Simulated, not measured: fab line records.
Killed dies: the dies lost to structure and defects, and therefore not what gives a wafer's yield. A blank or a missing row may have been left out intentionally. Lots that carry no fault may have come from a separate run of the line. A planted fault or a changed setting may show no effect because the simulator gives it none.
Code-filled problem report in 8D (eight disciplines) form    flow sky130    the parts of the form that need people (team, actions taken, sign-off) are left out

1. THE ISSUE
At SKY_METAL3_SPUTTER_04, cathode_dc_power_W averages 5261.9 W over 6 wafers from 2 lots, while fault-free wafers read 6500.0 W, standard deviation 1.3. So: -99 or more standard deviations from the usual mean.
The step: material TiN, target thk 70 nm, time 58.3 s.
The first sign was on wafer L255.1 at day 40 15:42, on pvd_sputter-02. The record has a number at this step for 18 wafers belonging to 6 lots. Rule for "out", or "out of limits": more than 4 standard deviations from the usual mean. Any other wafer with a number is counted as sound.

2. WHAT IT IS, AND WHAT IT ISN'T
question                     is                      is not
which readings at this step  cathode_dc_power_W      throttle_valve_pct
which lots                   L255, L256              L242, L245, L264, L265
which wafers of those lots   all that have a number  -
read on which tools          pvd_sputter-02          pvd_sputter-01, pvd_sputter-04
when                         from day 40 15:42       up to then (6 sound wafers); but 6 sound wafers of L264, L265 came after

3. SUSPECTS, AND WHAT RULES EACH OUT
Counting: a tool stays on the suspect list if, at a process step up to the reading, it processed all lots that are out and no sound lot following the first of them.
- cmp-01 at SKY_VIA2_CMP_24 (polishes, stops on SiO2, t overpolish 20 s, target thk 0 nm): kept. All lots that are out passed through it, beginning with L255 at day 40 15:17, and no sound lot followed; its final sound lot before that point was L242 at day 36 08:22.
- pvd_sputter-02 at SKY_METAL3_SPUTTER_00 (material Ti, target thk 15 nm, time 10 s): ruled out as a lasting fault. Following L255 (day 40 15:35), the first lot on it that is out, the sound lots L265 were run on it.
- pvd_sputter-02 at SKY_METAL3_SPUTTER_03 (material Ti, target thk 5 nm, time 3.3 s): ruled out as a lasting fault. Following L255 (day 40 15:41), the first lot on it that is out, the sound lots L265 were run on it.
- pvd_sputter-02 at SKY_METAL3_SPUTTER_04 (material TiN, target thk 70 nm, time 58.3 s): ruled out as a lasting fault. Following L255 (day 40 15:42), the first lot on it that is out, the sound lots L265 were run on it.
Left after counting: cmp-01 at SKY_VIA2_CMP_24.

4. THE CAUSE (what the simulator had put in)
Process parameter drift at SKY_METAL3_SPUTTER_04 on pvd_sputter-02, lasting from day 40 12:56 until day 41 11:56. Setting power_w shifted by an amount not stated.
Counting ruled it out, wrongly.

5. SEQUENCE OF EFFECTS, ordered by route
Rows list readings where the struck wafers' mean (over those with a number) sits beyond 3 standard deviations from the usual. Only readings for which the record gives a usual standard deviation are gone through. hours: the time from each lot's start at the first step in this table that gives one to its start at this step, as a median over the lots. sigmas: the change in usual standard deviations.
hours  step                   reading             usual     on struck wafers  change   sigmas
0      SKY_METAL3_SPUTTER_04  cathode_dc_power_W  6500.0 W  5261.9            -1238.1  -99 or more
Process steps it contains:
- SKY_METAL3_SPUTTER_04: material TiN, target thk 70 nm, time 58.3 s.

6. HOW IT WOULD HAVE BEEN CAUGHT EARLIER
3 hours passed between the start of the fault at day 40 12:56 and the first reading out of limits in this record, taken at day 40 15:42.
